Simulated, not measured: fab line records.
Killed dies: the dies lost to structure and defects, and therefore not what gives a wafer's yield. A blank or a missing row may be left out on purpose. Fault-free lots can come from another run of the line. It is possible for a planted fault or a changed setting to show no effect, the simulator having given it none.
fab line records | flow sky130
[record] lots = 6 wafers = 18 lastDay = 50
route steps=708 shown SD_P@328 RES_XHIGH@332 SD_N@342
lots with no fault: from the same line, run without faults
startH: hours from the record's first day to the start of the lot's first wafer shown | waitH: hours since the lot's step before | " identical to the entry in the row above | L1.1+2: several wafers, shown together as one row | - no value, or no start was given | * or withheld: withheld | < > ~ a bound
route shown NAME@n: NAME is a module with steps in the file, n the number in the route of the first one | usual: mean/standard deviation taken from wafers without a fault | same: alike in all rows | chamber/n: place in a boat | sites: the reading at each site | _std_site: the values' standard deviation | _edge_site: outer sites' mean less inner sites' | radiusMm: for every site, how far away it sits from the centre of the wafer | mask NAME#n: copy n | behind: tool/chamber where the wafer was last shaped | hold: why the lot was held/for how many hours/how that ended | device: whichever transistor did not switch (one of n, p or np) | end of line: at the end of the route, the tests of the same wafers | where a step has no rows: the recipe by itself | killed: dies that structure and defects cost at the first sort, which is not the same as the wafer's yield | map: dies across one wafer; x = killed, . = not, _ = none there
set.NAME: setting as actually run; set.NAME@STEP: the setting as run at that earlier step | model.NAME: the simulator's own value behind a step, which no gauge read
certain route steps with their lots: each step a table, each wafer a row
services: the hour from which a tool's chamber was out of use, counted from the record's first day as startH (under 0 if before that day), plus the number of hours and why
[[steps]]
[step SKY_SD_P_OVL_MEAS_08]
[usual] SD_P_OVL = -0.5/1.4
// columns lot.wafer tool chamber startH waitH SD_P_OVL[nm]
L285.1 overlay-02 - 627.09 0.1 -0.4
L285.2 " - " " 0.2
L285.5 " - " " -1.3
L288.1 overlay-02 - 639.35 0.1 -0.3
L288.2 " - " " -1.0
L288.6 " - " " -1.3
L289.4 overlay-01 - 647.56 0.1 0.7
L289.5 " - " " -0.9
L289.6 " - " " -0.8
L298.2 overlay-01 - 726.64 0.1 -0.3
L298.5 " - " " -1.6
L298.6 " - " " 0.5
L299.4 overlay-01 - 729.86 0.1 -4.2
L299.5 " - " " -3.3
L299.6 " - " " -3.5
L304.1 overlay-02 - 770.30 0.1 0.6
L304.4 " - " " 0.2
L304.6 " - " " -0.7
[step SKY_SD_P_IMPLANT_09]
[recipe] species = BF2 energyKev = 20 doseCm2 = 3e+15 tiltDeg = 0
[step SKY_SD_P_STRIP_10]
[recipe] chemistry = O2/N2 powerW = 1400 pressureMtorr = 1500 platenTempC = withheld o2FlowSccm = 3000 n2FlowSccm = 300 overashFraction = 0.5
[usual] chamberPressureMTorr = 1499.9/1.3 drypumpMotorCurrentA = 5.5/0.45 n2FlowSccm = 299.9/0.97 o2FlowSccm = 2998/9.8 oesProductAu = 0.618/0.0044 stripTimeToEndpointS = 17.50/0.033
// columns lot.wafer tool chamber startH waitH chamberPressureMTorr drypumpMotorCurrentA n2FlowSccm o2FlowSccm oesProductAu rfHoursCounterH stripTimeToEndpointS
L285.1 plasmaAsher-04 1 627.27 0.1 1499.0 5.5 299.2 3006 0.617 87 17.53
L285.2 " 0 " " 1498.7 6.0 299.9 2994 0.623 87 17.51
L285.5 " 1 " " 1499.7 5.5 298.2 3001 0.623 - 17.49
L288.1 plasmaAsher-02 1 639.54 0.1 1499.4 5.2 301.1 2987 0.612 52 17.52
L288.2 " 0 " " 1498.2 6.3 298.2 2973 0.618 52 17.52
L288.6 " 1 " " 1500.9 5.2 301.0 2994 0.621 - 17.53
L289.4 plasmaAsher-03 0 647.76 0.1 1498.9 5.0 299.8 2996 0.621 - 17.47
L289.5 " 1 " " 1500.9 5.1 300.7 2994 0.613 - 17.48
L289.6 " 0 " " 1499.6 5.0 299.5 2997 0.618 - 17.46
L298.2 plasmaAsher-04 0 726.82 0.1 1500.9 6.0 300.0 2992 0.624 97 17.50
L298.5 " 0 " " 1500.9 6.0 300.1 3002 0.613 - 17.51
L298.6 " 1 " " 1498.8 5.5 300.6 2989 0.617 - 17.48
L299.4 plasmaAsher-03 1 730.06 0.1 1499.0 5.1 300.0 3007 0.620 - 17.48
L299.5 " 1 " " 1501.0 5.1 299.4 3030 0.608 - 17.51
L299.6 " 0 " " 1497.5 5.1 300.2 2992 0.617 - 17.49
L304.1 plasmaAsher-04 1 770.49 0.1 1499.2 5.5 299.8 3009 0.621 3 17.53
L304.4 " 1 " " 1500.1 5.5 299.4 3005 0.617 - 17.42
L304.6 " 0 " " 1499.4 6.0 299.7 3004 0.617 - 17.50
[step SKY_SD_P_TW_MEAS_11]
[usual] SD_P_TW = 2806/11
// columns lot.wafer tool chamber startH waitH SD_P_TW
L285.1 filmMetro-01 - 627.37 0.1 2805
L285.2 " - " " 2809
L285.5 " - " " 2797
L288.1 filmMetro-02 - 639.64 0.1 2805
L288.2 " - " " 2799
L288.6 " - " " 2794
L289.4 filmMetro-02 - 647.85 0.1 2802
L289.5 " - " " 2803
L289.6 " - " " 2795
L298.2 filmMetro-01 - 726.93 0.1 2798
L298.5 " - " " 2808
L298.6 " - " " 2793
L299.4 filmMetro-04 - 730.15 0.1 2821
L299.5 " - " " 2811
L299.6 " - " " 2827
L304.1 filmMetro-04 - 770.59 0.1 2827
L304.4 " - " " 2820
L304.6 " - " " 2821
[step SKY_RES_XHIGH_DEHYDRATE_00]
[recipe] tempC = 200 timeS = 60
[step SKY_RES_XHIGH_HMDS_01]
[recipe] primeTimeS = 60 primeTempC = 120
[step SKY_RES_XHIGH_COAT_02]
[recipe] resist = NOVOLAK spinRpm = 3000 resistThkNm = 1140
[step SKY_RES_XHIGH_SOFTBAKE_03]
[recipe] tempC = 90 timeS = 60 resist = NOVOLAK
[step SKY_RES_XHIGH_EXPOSE_04]
[recipe] maskId = URPM na = 0.6 sourceShape = conventional sigmaOuter = 0.6 polarization = unpolarized targetCdNm = 1270 doseMj = 140
[step SKY_RES_XHIGH_PEB_05]
[recipe] tempC = withheld timeS = * resist = NOVOLAK
[step SKY_RES_XHIGH_DEVELOP_06]
[recipe] resist = NOVOLAK developer = TMAH developTimeS = 60 devTempC = 23
[step SKY_RES_XHIGH_IMPLANT_07]
[recipe] species = BF2 energyKev = 20 doseCm2 = 3.6e+14 tiltDeg = 0
[step SKY_RES_XHIGH_STRIP_08]
[recipe] chemistry = O2/N2 powerW = 1400 pressureMtorr = 1500 platenTempC = withheld o2FlowSccm = 3000 n2FlowSccm = 300 overashFraction = 0.5
[usual] chamberPressureMTorr = 1499.9/1.3 drypumpMotorCurrentA = 5.4/0.35 n2FlowSccm = 300.0/0.76 o2FlowSccm = 2999/9.3 oesProductAu = 0.711/0.0045 stripTimeToEndpointS = 14.28/0.036
// columns lot.wafer tool chamber startH waitH chamberPressureMTorr drypumpMotorCurrentA n2FlowSccm o2FlowSccm oesProductAu rfHoursCounterH stripTimeToEndpointS model.NOVOLAK_of_RES_XHIGH_COAT_02.thkNm
L285.1 plasmaAsher-01 0 655.78 0.1 1499.5 5.5 300.0 2991 0.714 23 14.31 0
L285.2 " 1 " " 1498.6 5.8 299.8 3006 0.717 23 14.26 0
L285.5 " 0 " " 1499.6 5.5 300.1 2985 0.705 - 14.33 0
L288.1 plasmaAsher-03 0 667.52 0.1 - - - - - - - 1140
L288.2 " 1 " " - - - - - - - 1140
L288.6 " 0 " " - - - - - - - 1142
L289.4 plasmaAsher-01 1 676.41 0.1 - - - - - - - 1142
L289.5 " 1 " " - - - - - - - 1140
L289.6 " 0 " " - - - - - - - 1146
L298.2 plasmaAsher-01 0 753.62 0.1 1499.5 5.5 300.9 2995 0.715 33 14.22 0
L298.5 " 1 " " 1500.8 5.8 300.5 3004 0.708 - 14.26 0
L298.6 " 0 " " 1498.9 5.5 300.3 2991 0.713 - 14.24 0
L299.4 plasmaAsher-03 1 757.84 0.1 1499.8 5.1 299.9 2992 0.701 - 14.24 0
L299.5 " 0 " " 1499.1 5.0 300.1 2978 0.710 - 14.20 0
L299.6 " 1 " " 1499.9 5.1 298.7 2996 0.709 - 14.22 0
L304.1 plasmaAsher-03 0 796.52 0.1 1498.7 5.0 298.7 2994 0.708 97 14.34 0
L304.4 " 0 " " 1500.5 5.0 299.4 2993 0.705 - 14.30 0
L304.6 " 1 " " 1499.4 5.0 299.6 3024 0.714 - 14.28 0
[step SKY_RES_XHIGH_TW_MEAS_09]
[usual] RES_XHIGH_TW = 1627/6.6
// columns lot.wafer tool chamber startH waitH RES_XHIGH_TW
L285.1 filmMetro-02 - 655.88 0.1 1618
L285.2 " - " " 1630
L285.5 " - " " 1627
L288.1 filmMetro-01 - 667.62 0.1 1633
L288.2 " - " " 1633
L288.6 " - " " 1634
L289.4 filmMetro-01 - 676.51 0.1 1628
L289.5 " - " " 1630
L289.6 " - " " 1631
L298.2 filmMetro-01 - 753.74 0.1 1618
L298.5 " - " " 1614
L298.6 " - " " 1634
L299.4 filmMetro-02 - 757.94 0.1 1623
L299.5 " - " " 1625
L299.6 " - " " 1623
L304.1 filmMetro-04 - 796.62 0.1 1632
L304.4 " - " " 1641
L304.6 " - " " 1641
[step SKY_SD_N_DEHYDRATE_00]
[recipe] tempC = 200 timeS = 60
[step SKY_SD_N_HMDS_01]
[recipe] primeTimeS = 60 primeTempC = 120
[step SKY_SD_N_COAT_02]
[recipe] resist = NOVOLAK spinRpm = 3000 resistThkNm = 1140
[step SKY_SD_N_SOFTBAKE_03]
[recipe] tempC = 90 timeS = 60 resist = NOVOLAK
[step SKY_SD_N_EXPOSE_04]
[recipe] maskId = NSDM na = 0.6 sourceShape = conventional sigmaOuter = 0.6 polarization = unpolarized targetCdNm = 380 doseMj = 141
[step SKY_SD_N_PEB_05]
[recipe] tempC = withheld timeS = * resist = NOVOLAK
[step SKY_SD_N_DEVELOP_06]
[recipe] resist = NOVOLAK developer = TMAH developTimeS = 60 devTempC = 23
[step SKY_SD_N_CD_MEAS_07]
[recipe] targetCdNm = 380
[usual] cdNm = 379.5/2.8
// columns lot.wafer tool chamber startH waitH cdNm
L285.1 cdSem-01 - 684.38 0.1 378.3
L285.2 " - " " 381.3
L285.5 " - " " 380.5
L288.1 cdSem-01 - 695.07 0.1 382.7
L288.2 " - " " 381.9
L288.6 " - " " 379.4
L289.4 cdSem-01 - 703.74 0.1 378.9
L289.5 " - " " 381.2
L289.6 " - " " 378.4
L298.2 cdSem-02 - 779.34 0.1 381.4
L298.5 " - " " 379.0
L298.6 " - " " 379.5
L299.4 cdSem-02 - 784.24 0.1 379.4
L299.5 " - " " 379.7
L299.6 " - " " 379.4
L304.1 cdSem-01 - 822.47 0.1 382.5
L304.4 " - " " 382.7
L304.6 " - " " 384.3
[step SKY_SD_N_OVL_MEAS_08]
[usual] SD_N_OVL = 0.0/1.5
// columns lot.wafer tool chamber startH waitH SD_N_OVL[nm]
L285.1 overlay-01 - 684.50 0.1 0.4
L285.2 " - " " -1.1
L285.5 " - " " 0.9
L288.1 overlay-01 - 695.19 0.1 0.5
L288.2 " - " " 0.9
L288.6 " - " " 1.8
L289.4 overlay-01 - 703.82 0.1 -0.6
L289.5 " - " " 0.8
L289.6 " - " " 0.8
L298.2 overlay-02 - 779.44 0.1 0.2
L298.5 " - " " -2.0
L298.6 " - " " -0.8
L299.4 overlay-02 - 784.32 0.1 1.0
L299.5 " - " " 1.4
L299.6 " - " " 2.5
L304.1 overlay-02 - 822.59 0.1 0.5
L304.4 " - " " 1.6
L304.6 " - " " -0.9
[step SKY_SD_N_IMPLANT_09]
[recipe] species = As energyKev = 50 doseCm2 = 4e+15 tiltDeg = 0
[step SKY_SD_N_IMPLANT_10]
[recipe] species = P energyKev = 20 doseCm2 = 1e+14 tiltDeg = 0
[step SKY_SD_N_STRIP_11]
[recipe] chemistry = O2/N2 powerW = 1400 pressureMtorr = 1500 platenTempC = withheld o2FlowSccm = 3000 n2FlowSccm = 300 overashFraction = 0.5
[usual] chamberPressureMTorr = 1499.8/1.2 drypumpMotorCurrentA = 5.69/0.28 n2FlowSccm = 300.0/0.94 o2FlowSccm = 3000/8.2 oesProductAu = 0.527/0.0043 stripTimeToEndpointS = 22.54/0.052
// columns lot.wafer tool chamber startH waitH chamberPressureMTorr drypumpMotorCurrentA n2FlowSccm o2FlowSccm oesProductAu rfHoursCounterH stripTimeToEndpointS
L285.1 plasmaAsher-01 0 684.84 0.1 1500.9 5.48 300.1 2997 0.528 26 22.57
L285.2 " 1 " " 1499.1 5.85 299.3 2995 0.528 26 22.59
L285.5 " 1 " " 1499.7 5.86 300.1 3002 0.524 - 22.56
L288.1 plasmaAsher-01 1 695.52 0.1 1500.4 5.84 299.9 3010 0.613 27 39.40
L288.2 " 0 " " 1499.3 5.47 300.3 3022 0.612 27 39.43
L288.6 " 0 " " 1500.6 5.52 301.4 3007 0.622 - 39.46
L289.4 plasmaAsher-04 1 704.17 0.1 1497.8 5.53 299.4 3004 0.615 - 39.49
L289.5 " 1 " " 1497.8 5.51 300.1 3008 0.614 - 39.43
L289.6 " 0 " " 1499.7 6.00 299.2 3010 0.613 - 39.53
L298.2 plasmaAsher-04 0 779.77 0.1 1497.1 5.99 302.5 3002 0.525 3 22.47
L298.5 " 1 " " 1501.4 5.50 300.7 2989 0.530 - 22.52
L298.6 " 0 " " 1501.6 5.98 302.1 3005 0.524 - 22.50
L299.4 plasmaAsher-04 1 784.67 0.1 1499.0 5.51 299.8 2989 0.531 - 22.54
L299.5 " 1 " " 1499.9 5.51 299.6 2998 0.529 - 22.49
L299.6 " 0 " " 1500.5 5.96 301.0 2997 0.526 - 22.53
L304.1 plasmaAsher-04 0 822.93 0.1 1497.9 5.98 302.0 3018 0.529 7 22.63
L304.4 " 1 " " 1499.9 5.51 300.4 3002 0.525 - 22.62
L304.6 " 1 " " 1500.9 5.51 300.7 3001 0.530 - 22.59
[step SKY_SD_N_TW_MEAS_12]
[usual] SD_N_TW = 3961/30
// columns lot.wafer tool chamber startH waitH SD_N_TW
L285.1 filmMetro-02 - 684.94 0.1 3940
L285.2 " - " " 3947
L285.5 " - " " 3952
L288.1 filmMetro-02 - 695.62 0.1 30
L288.2 " - " " 30
L288.6 " - " " 30
L289.4 filmMetro-04 - 704.27 0.1 30
L289.5 " - " " 30
L289.6 " - " " 30
L298.2 filmMetro-04 - 779.88 0.1 4001
L298.5 " - " " 3998
L298.6 " - " " 3999
L299.4 filmMetro-04 - 784.77 0.1 3978
L299.5 " - " " 3973
L299.6 " - " " 3989
L304.1 filmMetro-02 - 823.03 0.1 4021
L304.4 " - " " 3998
L304.6 " - " " 3993
[step SKY_SD_N_CLEAN_13]
[recipe] chemistry = SC1/SC2 mix = 1:4:20 tempC = 70 timeS = 150 dry = n2Spin
[[services]]
// columns tool chamber startH hours kind
plasmaAsher-03 - 630.73 1.2 repair
plasmaAsher-02 - 645.45 5.3 repair
plasmaAsher-04 - 682.13 2.8 repair
plasmaAsher-03 - 712.82 2.8 pm
plasmaAsher-04 - 733.75 9.0 pm
plasmaAsher-04 0 733.75 9.0 ventCycle
plasmaAsher-04 1 733.75 9.0 ventCycle
plasmaAsher-01 - 738.13 1.7 repair
plasmaAsher-04 0 742.75 - clean
plasmaAsher-04 1 742.75 - clean
plasmaAsher-04 - 786.38 6.1 repair
plasmaAsher-02 - 787.73 2.8 pm
plasmaAsher-02 - 798.73 13.0 repair
plasmaAsher-04 - 808.40 8.5 repair
[[key]]
[firstSign] step = SKY_RES_XHIGH_STRIP_08 reading = toolRecord direction = missing
[effect] step = SKY_SD_N_STRIP_11 reading = stripTimeToEndpointS direction = up sigmas = 99+ usual = * struck = *
[effect] step = SKY_SD_N_TW_MEAS_12 reading = SD_N_TW direction = down sigmas = 99+ usual = 3961 struck = 30
[modelEffect] step = SKY_RES_XHIGH_STRIP_08 value = NOVOLAK_of_RES_XHIGH_COAT_02.thkNm without = 0 struck = 1142
metAt SKY_RES_XHIGH_STRIP_08
struckWafers L288.1,L288.2,L288.6,L289.4,L289.5,L289.6
sortLeftOut L288.1,L288.2,L288.6,L289.4,L289.5,L289.6
testerLeftOut L288,L289
onsetBetween 655.78 667.52
[fault] kind = skippedStepWhole tool = plasmaAsher-01,plasmaAsher-03 chamber = - onsetH = 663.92 steps = SKY_RES_XHIGH_STRIP_08 scope = struckLotsOnly
// testerLeftOut: of these lots the tester's yield and bins aren't shown, on N5 and GAA mostly nor the transistor test; their killed dies are dies lost to structure and defects alone, not to doping, threshold or leakage, so they don't give the yield
// sortLeftOut: the simulated sort isn't trusted on such a fault, so these wafers' sort isn't shown, and their yield isn't known
